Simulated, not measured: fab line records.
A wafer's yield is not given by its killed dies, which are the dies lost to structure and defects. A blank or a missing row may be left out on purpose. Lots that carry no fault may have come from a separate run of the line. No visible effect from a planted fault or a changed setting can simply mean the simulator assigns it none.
Which tool was responsible? | flow gf180mcu | 13 lots with 39 wafers sampled at 2 steps, on a route of 602 steps

## WHAT THE GAUGES READ, wafer by wafer
GF_VT_IMPLANT_TW_MEAS_21. Usual: VT_IMPLANT_2_TW gives 1214 (standard deviation 19).
lot  | measured     | on            | VT_IMPLANT_2_TW         | flag
L649 | day 6 05:10  | film-metro-03 | 1231 1226 1225          |
L650 | day 6 12:07  | film-metro-04 | 1212 1210 1213          |
L651 | day 6 19:34  | film-metro-04 | 1206 1211 1213          |
L652 | day 7 01:14  | film-metro-02 | 1186 1196 1189          |
L653 | day 7 06:18  | film-metro-04 | 1212 1207 1211          |
L654 | day 7 13:53  | film-metro-02 | 1187 1186 1188          |
L655 | day 7 21:51  | film-metro-04 | 1209 1202 1207          |
L656 | day 8 03:14  | film-metro-03 | 1233 1223 1233          |
L657 | day 8 10:00  | film-metro-04 | 1199 1203 1204          |
L661 | day 9 09:35  | film-metro-03 | 1223 1223 1235          |
L662 | day 9 19:59  | film-metro-02 | 683 684 686 682 685 682 | OFF
L663 | day 10 04:14 | film-metro-03 | 703 712 707 707 707 708 | OFF
L664 | day 10 05:08 | film-metro-03 | 710 709 709 706 709 708 | OFF

## WHAT TOOL EACH LOT RAN ON (gives the tool, then ch and the chambers of the sampled wafers, and finally the start)
lot  | GF_VT_IMPLANT_IMPLANT_19
L649 | implanter-01 ch 0, day 6 04:57
L650 | implanter-01 ch 0, day 6 11:52
L651 | implanter-04 ch 0, day 6 19:19
L652 | implanter-01 ch 0, day 7 00:59
L653 | implanter-01 ch 0, day 7 06:03
L654 | implanter-01 ch 0, day 7 13:38
L655 | implanter-04 ch 0, day 7 21:36
L656 | implanter-03 ch 0, day 8 03:00
L657 | implanter-01 ch 0, day 8 09:46
L661 | implanter-04 ch 0, day 9 09:22
L662 | implanter-04 ch 0, day 9 19:44
L663 | implanter-04 ch 0, day 10 03:59
L664 | implanter-01 ch 0, day 10 04:54
- GF_VT_IMPLANT_IMPLANT_19

## AS READ BY THE TOOLS THEMSELVES (means over the sampled wafers that have a number; for cases with no such wafer, the mark the record gives instead)
GF_VT_IMPLANT_IMPLANT_19. Usual: faraday-current-uA reads 24.5 (standard deviation 0.5).
lot  | tool         | faraday-current-uA | flag
L649 | implanter-01 | 24.0               |
L650 | implanter-01 | 24.3               |
L651 | implanter-04 | 24.4               |
L652 | implanter-01 | 24.5               |
L653 | implanter-01 | 24.3               |
L654 | implanter-01 | 24.9               |
L655 | implanter-04 | 24.7               |
L656 | implanter-03 | 24.3               |
L657 | implanter-01 | 24.8               |
L661 | implanter-04 | 24.3               |
L662 | implanter-04 | 24.4               |
L663 | implanter-04 | 24.8               |
L664 | implanter-01 | 24.4               |

## THE ANSWER, worked out from the rows above alone
Rule: lot off if the mean of its wafers having a number is beyond 3 standard deviations from the usual mean. Also off: a lot with no number at a reading for which 4 or more lots have one. All remaining lots with rows at the step are treated as sound. Order of review: gauges by route order, followed by the tools' own readings, for which a lot's mean as printed above is used. At the first step where some lot is off, the reading lying furthest off is the one used; lots without a number count as furthest.
Off: at GF_VT_IMPLANT_TW_MEAS_21 (VT_IMPLANT_2_TW), L662, L663, L664.
If a tool, at a process step before that reading, ran all the lots that are off and no sound lot after the first of them, it fits. Those tools and the gauges at GF_VT_IMPLANT_TW_MEAS_21 are tried in the same way. Of those tried, none fits.

## WHAT HAD BEEN PUT IN BY THE SIMULATOR
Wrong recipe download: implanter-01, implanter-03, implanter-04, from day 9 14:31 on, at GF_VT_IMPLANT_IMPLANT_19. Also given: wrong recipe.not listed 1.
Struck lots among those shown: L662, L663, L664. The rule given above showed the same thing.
